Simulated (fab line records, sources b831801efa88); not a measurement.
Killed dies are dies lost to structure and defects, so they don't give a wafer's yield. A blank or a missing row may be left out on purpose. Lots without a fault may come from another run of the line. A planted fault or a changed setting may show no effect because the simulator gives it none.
Which tool did it? | flow gf180mcu | 11 lots, 33 wafers sampled, at 2 steps of a route of 602

WHAT THE GAUGES READ, wafer by wafer
GF_V4_OVL_MEAS_15.
lot  | measured     | on         | V4_OVL (nm)
L443 | day 24 17:58 | overlay-01 | 5 6 9
L444 | day 24 22:10 | overlay-02 | -11 -2 -10
L445 | day 25 05:20 | overlay-01 | 2 1 5
L446 | day 25 13:11 | overlay-01 | 6 9 9
L447 | day 25 18:40 | overlay-01 | 3 5 5
L448 | day 26 06:26 | overlay-01 | -4 -5 -5
L455 | day 28 12:28 | overlay-02 | 3 5 5
L458 | day 29 07:40 | overlay-01 | -4 -2 -8
L461 | day 30 06:20 | overlay-02 | 0 -1 1
L463 | day 30 20:22 | overlay-01 | -3 -3 6
L465 | day 31 05:20 | overlay-01 | -1 -9 -2

WHICH TOOL RAN EACH LOT (tool, then ch and the chambers of the sampled wafers, then the start)
lot  | GF_M3_SPUTTER_02
L443 | pvd_sputter-01, day 20 16:06
L444 | pvd_sputter-01, day 20 21:20
L445 | pvd_sputter-02, day 21 04:30
L446 | pvd_sputter-03, day 21 14:34
L447 | pvd_sputter-01, day 21 21:20
L448 | pvd_sputter-03, day 22 09:15
L455 | pvd_sputter-03, day 24 21:16
L458 | pvd_sputter-02, day 25 17:59
L461 | pvd_sputter-01, day 26 19:20
L463 | pvd_sputter-02, day 27 10:51
L465 | pvd_sputter-03, day 27 21:14
- GF_M3_SPUTTER_02: material AlCu, target thk 450 nm, time 23.9 s.

THE ANSWER, worked out from the rows above alone
Rule: what is usual is taken from the lots themselves. Put in order of their means at a reading, lots are off if they are a third of the lots or fewer, leave a main group of 4 or more, and stand apart from it by a gap of 3 or more times the standard deviation of the main group's means; of several such gaps the widest counts. A main group whose means are all the same, to the digits that the tables above print for the reading, isn't used. A lot without any number at a reading at which 4 lots or more have one is off too. The other lots that the step has rows for count as sound.
No lot is off at any reading shown: from this, nothing can be told.

WHAT THE SIMULATOR HAD PUT IN
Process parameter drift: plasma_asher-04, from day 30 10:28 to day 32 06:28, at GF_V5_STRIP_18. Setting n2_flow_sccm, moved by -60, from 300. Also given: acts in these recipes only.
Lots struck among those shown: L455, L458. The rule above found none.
